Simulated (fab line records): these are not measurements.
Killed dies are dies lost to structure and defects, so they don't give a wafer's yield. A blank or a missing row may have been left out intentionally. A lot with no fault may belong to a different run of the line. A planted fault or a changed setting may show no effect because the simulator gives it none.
Matching of chambers | flow sky130 | SKY_VIA1_CMP_02 on cmp-02: 4 sister chambers
The step polishes SiO2. 18 wafers are shown with their chamber, then 9 later ones without.

WAFERS PAIRED WITH THEIR CHAMBERS
wafer  | chamber | motor-current-A (A) | slurry-flow-ml-min | head-pressure-psi (psi)
L753.3 | 1       | 12.7                | 150.0              | 4.009
L753.5 | 0       | 12.1                | 149.7              | 4.013
L753.6 | 1       | 13.6                | 150.2              | 4.002
L755.1 | 3       | 12.2                | 151.1              | 4.012
L755.4 | 2       | 12.3                | 150.4              | 3.994
L755.5 | 3       | 11.6                | 150.2              | 3.997
L756.2 | 0       | 11.0                | 149.5              | 4.009
L756.5 | 1       | 13.3                | 150.3              | 3.995
L756.6 | 2       | 12.3                | 149.9              | 3.986
L758.2 | 3       | 11.7                | 149.1              | 3.994
L758.4 | 0       | 11.5                | 149.6              | 3.995
L758.6 | 3       | 11.7                | 150.1              | 4.006
L770.1 | 3       | 11.0                | 150.1              | 4.000
L770.3 | 1       | 13.4                | 149.5              | 4.001
L770.4 | 0       | 10.9                | 149.4              | 3.998
L771.2 | 0       | 11.3                | 149.8              | 3.996
L771.4 | 2       | 12.3                | 150.6              | 4.001
L771.5 | 3       | 11.7                | 149.6              | 4.013

SIGNATURES, as means of the wafers listed above
reading            | chamber 0 | chamber 1 | chamber 2 | chamber 3 | scatter within a chamber
motor-current-A    | 11.360    | 13.250    | 12.300    | 11.650    | 0.387
slurry-flow-ml-min | 149.600   | 150.000   | 150.300   | 150.033   | 0.461
head-pressure-psi  | 4.00220   | 4.00175   | 3.99367   | 4.00367   | 0.00754
Rule: for a wafer and a chamber, the distance is found by dividing, reading by reading, the gap between the wafer's reading and the chamber's mean by the reading's scatter, squaring, summing and taking the root. If the next closest chamber is less than 2 further off than the closest, the wafer can't be placed; otherwise it belongs to the closest. The scatter: take each reading less its chamber's mean, square it, sum over the shown wafers, divide by the number of wafers less the number of chambers, and take the root.

WAFERS WITH NO CHAMBER GIVEN
wafer  | motor-current-A (A) | slurry-flow-ml-min | head-pressure-psi (psi)
L772.2 | 11.8                | 149.4              | 4.003
L772.5 | 13.6                | 150.6              | 3.993
L772.6 | 13.1                | 149.6              | 3.997
L775.1 | 12.9                | 150.2              | 3.995
L775.5 | 13.8                | 149.7              | 4.006
L775.6 | 12.7                | 150.8              | 4.010
L776.1 | 11.9                | 149.7              | 4.008
L776.4 | 11.5                | 151.8              | 4.004
L776.6 | 13.1                | 150.1              | 3.993

EACH ONE'S CHAMBER
wafer  | from the rows above               | in truth
L772.2 | can't be placed: 0 or 3 or 2      | 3
L772.5 | can't be placed: 1 or 2           | 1
L772.6 | can't be placed: 1 or 2           | 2
L775.1 | can't be placed: 1 or 2           | 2
L775.5 | 1                                 | 1
L775.6 | can't be placed: 1 or 2 or 3 or 0 | 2
L776.1 | can't be placed: 3 or 0 or 2      | 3
L776.4 | can't be placed: 3 or 2 or 0      | 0
L776.6 | can't be placed: 1 or 2           | 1
1 of 9 placed correctly. From these rows, 8 cannot be placed; in 8 the true chamber is one of the candidates. Placed wrongly: 0.
